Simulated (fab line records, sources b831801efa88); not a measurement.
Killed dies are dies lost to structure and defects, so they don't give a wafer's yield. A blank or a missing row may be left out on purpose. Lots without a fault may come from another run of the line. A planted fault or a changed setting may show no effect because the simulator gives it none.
A struck lot beside a sound one | flow sky130 | 15 steps out of a route of 708
Sound: wafers L354.4, L354.5, L354.6. Struck: wafers L346.1, L346.3, L346.5. The cause comes at the end.
At each step with rows: each side's tool, then ch and its chambers, then its first start. Under that, the readings that differ: sound wafers | struck wafers | difference of the means | sigmas: that difference in standard deviations of wafers without a fault.
alike: readings whose means differ by less than 2 such deviations, and words and numbers that are the same on both sides. not compared: withheld readings, readings that some wafer has no value for, bounds like >300 that may hide the same value, and numbers for which the record gives no deviation and whose values overlap.
The two part at a step that has a row with sigmas, a row that says differs or no value, or rows on one side only. Numbers that don't overlap but have no deviation are shown without sigmas and don't part them. A reading that every wafer of one side lacks parts them only if that side has two wafers or more.

SKY_RES_XHIGH_TW_MEAS_09:
  sound on film_metro-04, day 33 10:11; struck on film_metro-03, day 30 06:43
  alike: RES_XHIGH_TW
then, 7 steps without rows for these wafers: SKY_SD_N_DEHYDRATE_00 (time 60 s); SKY_SD_N_HMDS_01 (prime time 60 s); SKY_SD_N_COAT_02 (resist thk 1140 nm); SKY_SD_N_SOFTBAKE_03 (time 60 s); SKY_SD_N_EXPOSE_04 (exposes mask NSDM, target cd 380 nm); SKY_SD_N_PEB_05; SKY_SD_N_DEVELOP_06 (develop time 60 s).
SKY_SD_N_CD_MEAS_07: target cd 380 nm.
  sound on cd_sem-01, day 34 13:06; struck on cd_sem-01, day 31 10:23
  alike: cd_nm
SKY_SD_N_OVL_MEAS_08:
  sound on overlay-01, day 34 13:11; struck on overlay-01, day 31 10:31
  alike: SD_N_OVL
then, 2 steps without rows for these wafers: SKY_SD_N_IMPLANT_09; SKY_SD_N_IMPLANT_10.
SKY_SD_N_STRIP_11: strips in O2/N2.
  sound on plasma_asher-03 ch 0,1, day 34 13:32; struck on plasma_asher-01 ch 0,1, day 31 10:51
  reading                      | sound             | struck            | difference | sigmas
  o2_flow_sccm (sccm)          | 3001 3003 2986    | 2384 2386 2394    | -609       | -63
  strip_time_to_endpoint_s (s) | 22.49 22.47 22.52 | 22.91 22.91 22.90 | +0.41      | +11
  alike: drypump_motor_current_A, oes_product_au
  not compared: rf_hours_counter_h
SKY_SD_N_TW_MEAS_12:
  sound on film_metro-03, day 34 13:37; struck on film_metro-02, day 31 10:57
  reading | sound          | struck         | difference | sigmas
  SD_N_TW | 3989 3990 3979 | 4014 4013 4027 | +32        | +2
SKY_PAD_OPEN_PROBE_99:
  the record has rows for the sound wafers here (prober-02, day 50 22:13) and none for the struck ones

WHERE THEY PART
First at SKY_SD_N_STRIP_11; last, within this record, at SKY_PAD_OPEN_PROBE_99.

WHY: what the simulator had put in
Process parameter drift: plasma_asher-01, from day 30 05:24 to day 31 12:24, at SKY_SD_N_STRIP_11. Setting o2_flow_sccm, moved by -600, from 3000. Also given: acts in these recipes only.
